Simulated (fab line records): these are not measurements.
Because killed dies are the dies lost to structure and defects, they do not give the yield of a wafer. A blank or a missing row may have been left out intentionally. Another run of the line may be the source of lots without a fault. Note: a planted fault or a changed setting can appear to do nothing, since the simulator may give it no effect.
Struck lot and sound lot, side by side | flow sky130 | 17 steps out of a route of 708
Sound: wafers L108.2, L108.5, L108.6. Wafers L113.3, L113.5, L113.6 were the ones struck. At the end, the cause is stated.
Order at every step that has rows: each side's tool, ch and its chambers, its first start. Under that, the readings that differ: sound wafers | struck wafers | difference of the means | sigmas: that difference in standard deviations of wafers without a fault.
alike: words and numbers the same on both sides, and readings whose means are apart by under 2 such deviations; not compared: readings that were withheld, readings missing a value for some wafer, numbers with overlapping values and no deviation given by the record, and bounds like >300 which may hide the same value.
The two part at a step that has a row with sigmas, a row that says differs or no value, or rows on one side only. When numbers do not overlap yet have no deviation, they are printed without sigmas and do not part them. A reading missing from all wafers of one side parts the sides only when that side holds two or more wafers.

SKY_VT_ADJUST_HVTR_OVL_MEAS_08:
  struck on overlay-01, day 11 05:09; sound on overlay-02, day 10 07:44
  alike: VT_ADJUST_HVTR_OVL
following that, these wafers have no rows for 1 step: SKY_VT_ADJUST_HVTR_IMPLANT_09.
SKY_VT_ADJUST_HVTR_STRIP_10: strips in O2/N2.
  sound on plasma asher-03 ch 0,1, day 10 07:55; struck on plasma asher-04 ch 0,1, day 11 05:21
  alike: drypump motor current A, oes product au, strip time to endpoint s
  not compared: rf hours counter h
SKY_VT_ADJUST_HVTR_TW_MEAS_11:
  struck on film metro-03, day 11 05:26; sound on film metro-04, day 10 08:01
  alike: VT_ADJUST_HVTR_TW
then, 7 steps without rows for these wafers: SKY_VT_ADJUST_PCH_DEHYDRATE_00 (time 60 s); SKY_VT_ADJUST_PCH_HMDS_01 (prime time 60 s); SKY_VT_ADJUST_PCH_COAT_02 (resist thk 3000 nm); SKY_VT_ADJUST_PCH_SOFTBAKE_03; SKY_VT_ADJUST_PCH_EXPOSE_04 (exposes mask NWM, target cd 840 nm); SKY_VT_ADJUST_PCH_PEB_05; SKY_VT_ADJUST_PCH_DEVELOP_06 (develop time 60 s).
SKY_VT_ADJUST_PCH_OVL_MEAS_07:
  struck on overlay-02, day 12 05:04; sound on overlay-01, day 11 06:32
  alike: VT_ADJUST_PCH_OVL
SKY_VT_ADJUST_PCH_IMPLANT_08:
  sound on implanter-03 ch 0, day 11 06:35; struck on implanter-02 ch 0, day 12 05:08
  reading            | sound                         | struck                        | difference | sigmas
  dose ions cm2      | 4.999e+11 5.011e+11 5.002e+11 | 3.464e+11 3.461e+11 3.469e+11 | -1.539e+11 | -99 or more
  faraday current uA | 2.83 2.80 2.85                | 1.98 1.98 1.96                | -0.85      | -15
SKY_VT_ADJUST_PCH_STRIP_09: strips in O2/N2.
  sound on plasma asher-03 ch 0,1, day 11 06:43; struck on plasma asher-02 ch 0,1, day 12 05:16
  alike: drypump motor current A, oes product au, strip time to endpoint s
  not compared: rf hours counter h
SKY_VT_ADJUST_PCH_TW_MEAS_10:
  struck on film metro-03, day 12 05:22; sound on film metro-03, day 11 06:49
  reading          | sound             | struck            | difference | sigmas
  VT_ADJUST_PCH_TW | 143.1 143.8 143.8 | 130.6 130.4 130.5 | -13.1      | -11
then, 1 step without rows for these wafers: SKY_SONOS_TUNNEL_DEHYDRATE_00 (time 60 s).
-- record jumps: 36 days separate the struck wafers' starts on either side; left off in module SONOS_TUNNEL, taken up again in module PAD_OPEN, whose first shown step is the route's number 708 --
SKY_PAD_OPEN_PROBE_99:
  struck on prober-01, day 48 09:34; sound on prober-01, day 46 16:04
  reading                                   | sound                   | struck                  | difference | sigmas
  model.etest.pfet_01v8_lvt.drive ua um     | 175.5 174.5 174         | 168.8 173.8 173.6       | -2.6       |
  model.etest.pfet g5v0d10v5.off log10 a um | -12.6 -12.7 -12.54      | -13.37 -13.07 -13.22    | -0.61      |
  model.etest.pfet g5v0d10v5.vt sat v (V)   | -0.6365 -0.6591 -0.6389 | -0.7295 -0.7083 -0.7161 | -0.0731    |
  model.etest.pfet_16v.vt v (V)             | -1.089 -1.106 -1.098    | -1.164 -1.16 -1.159     | -0.063     |
  model.etest.pfet g5v0d10v5.vt v (V)       | -0.8287 -0.8537 -0.8277 | -0.8995 -0.8935 -0.898  | -0.0603    |
  model.etest.pfet g5v0d10v5.vt long v (V)  | -0.9163 -0.9373 -0.9212 | -0.9866 -0.9772 -0.9805 | -0.0565    |
  model.etest.pfet_01v8_lvt.vt sat v (V)    | -0.4328 -0.4331 -0.4431 | -0.4724 -0.4606 -0.4635 | -0.0292    |
  alike: killed_at_M0_to_M3, killed_at_M4_up, killed at contacts, killed at front end, killed at other, killed dies, killed open, killed short
  not compared: model.etest.pfet_01v8_lvt.off log10 a um

## WHERE THEY PART
Last at SKY_VT_ADJUST_PCH_TW_MEAS_10 as far as this record goes, first at SKY_VT_ADJUST_PCH_IMPLANT_08. Later steps at which nothing parts them and some readings are alike: SKY_PAD_OPEN_PROBE_99.

WHY: the cause the simulator had injected
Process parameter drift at SKY_VT_ADJUST_PCH_IMPLANT_08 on implanter-02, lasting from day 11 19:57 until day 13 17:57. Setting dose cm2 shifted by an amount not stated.
